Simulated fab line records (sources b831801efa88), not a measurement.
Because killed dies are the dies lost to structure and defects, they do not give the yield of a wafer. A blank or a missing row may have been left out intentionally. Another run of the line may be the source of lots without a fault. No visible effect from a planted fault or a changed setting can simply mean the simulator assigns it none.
Problem report, 8D (eight disciplines) form, completed by code    flow sfqLine    the parts of the form that need people (team, actions taken, sign-off) are left out

## 1. WHAT WENT WRONG
M0_NB_RS at SFQ_M0_RS_MEAS_904 reads a mean of 1.019 ohm/sq on 9 wafers of 3 lots; wafers without a fault read 0.911 ohm/sq with a standard deviation of 0.0088. That puts it +12 standard deviations away from the usual mean.
The step: measures by four-point-probe.
First observed at day 7 07:59: wafer L937.4, on filmMetro-02. The record has a number at this step for 45 wafers belonging to 15 lots. Rule for "out" (also "out of limits"): further than 4 standard deviations from the usual mean. The other wafers with a number count as sound.

## 2. WHAT IT IS AND WHAT IT IS NOT
question                     is                          is not
which readings at this step  M0_NB_RS                    -
which lots                   L937, L938, L939            L930, L931, L932, L933, L934, L936, L940, L945, L949, L951, L952, L953
which wafers of those lots   all that have a number      -
read on which gauges         filmMetro-01, filmMetro-02  filmMetro-04
when                         from day 7 07:59            up to then (18 sound wafers); but 18 sound wafers of L940, L945, L949, L951, L952, L953 came after

## 3. SUSPECTS, AND WHAT RULES EACH OUT
Counting: a tool at a process step up to the reading stays a suspect if it ran every lot that is out and no sound lot after the first of them.
- the gauge at SFQ_M0_RS_MEAS_904 is ruled out. 2 gauges (filmMetro-01, filmMetro-02) read the wafers that are out.
- pvdSputter-05 at SFQ_TRILAYER_M0_DEP_SPUTTER_019 (material Nb, target thk 200 nm, time 133.3 s): ruled out as a lasting fault. Sound lots L952 ran on it after its first lot that is out, L937 (day 7 07:50).
Left after counting: nothing in the record.

## 4. THE CAUSE (what the simulator had put in)
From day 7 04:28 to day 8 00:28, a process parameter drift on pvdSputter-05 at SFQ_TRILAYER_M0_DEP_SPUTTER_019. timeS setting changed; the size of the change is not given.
Counting ruled it out, wrongly: the rule takes a fault to strike every lot that its tool runs from its start on, and this one did not.

## 5. SEQUENCE OF EFFECTS, ordered by route
Each row: a reading whose mean over the struck wafers that have a number lies more than 3 standard deviations from the usual. Readings are gone through only where the record gives a usual standard deviation; hours: the median, over the lots, of the time from a lot's start at the first step in this table giving one to that lot's start at this step; sigmas: the change measured in usual standard deviations.
hours  step                                 reading       usual         on struck wafers  change  sigmas
0      SFQ_M0_RS_MEAS_904                   M0_NB_RS      0.911 ohm/sq  1.019             +0.108  +12
89     SFQ_TRILAYER_M0_ETCH_METAL_ETCH_024  oesProductAu  0.884 a.u.    0.829             -0.055  -8.3
It contains these process steps:
- SFQ_TRILAYER_M0_ETCH_METAL_ETCH_024: etches Nb in Cl2/Ar, stops on SiO2, target depth 240 nm, time 120 s.

## 6. HOW IT WOULD HAVE BEEN CAUGHT EARLIER
The first out-of-limits reading at a measuring or inspecting step in this record came at day 7 07:59, 4 hours after the fault's start at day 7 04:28.
No tool reading at SFQ_TRILAYER_M0_DEP_SPUTTER_019 that has a usual standard deviation in the record was out on any struck wafer, so an alarm limit of 4 standard deviations on those readings would not have fired.
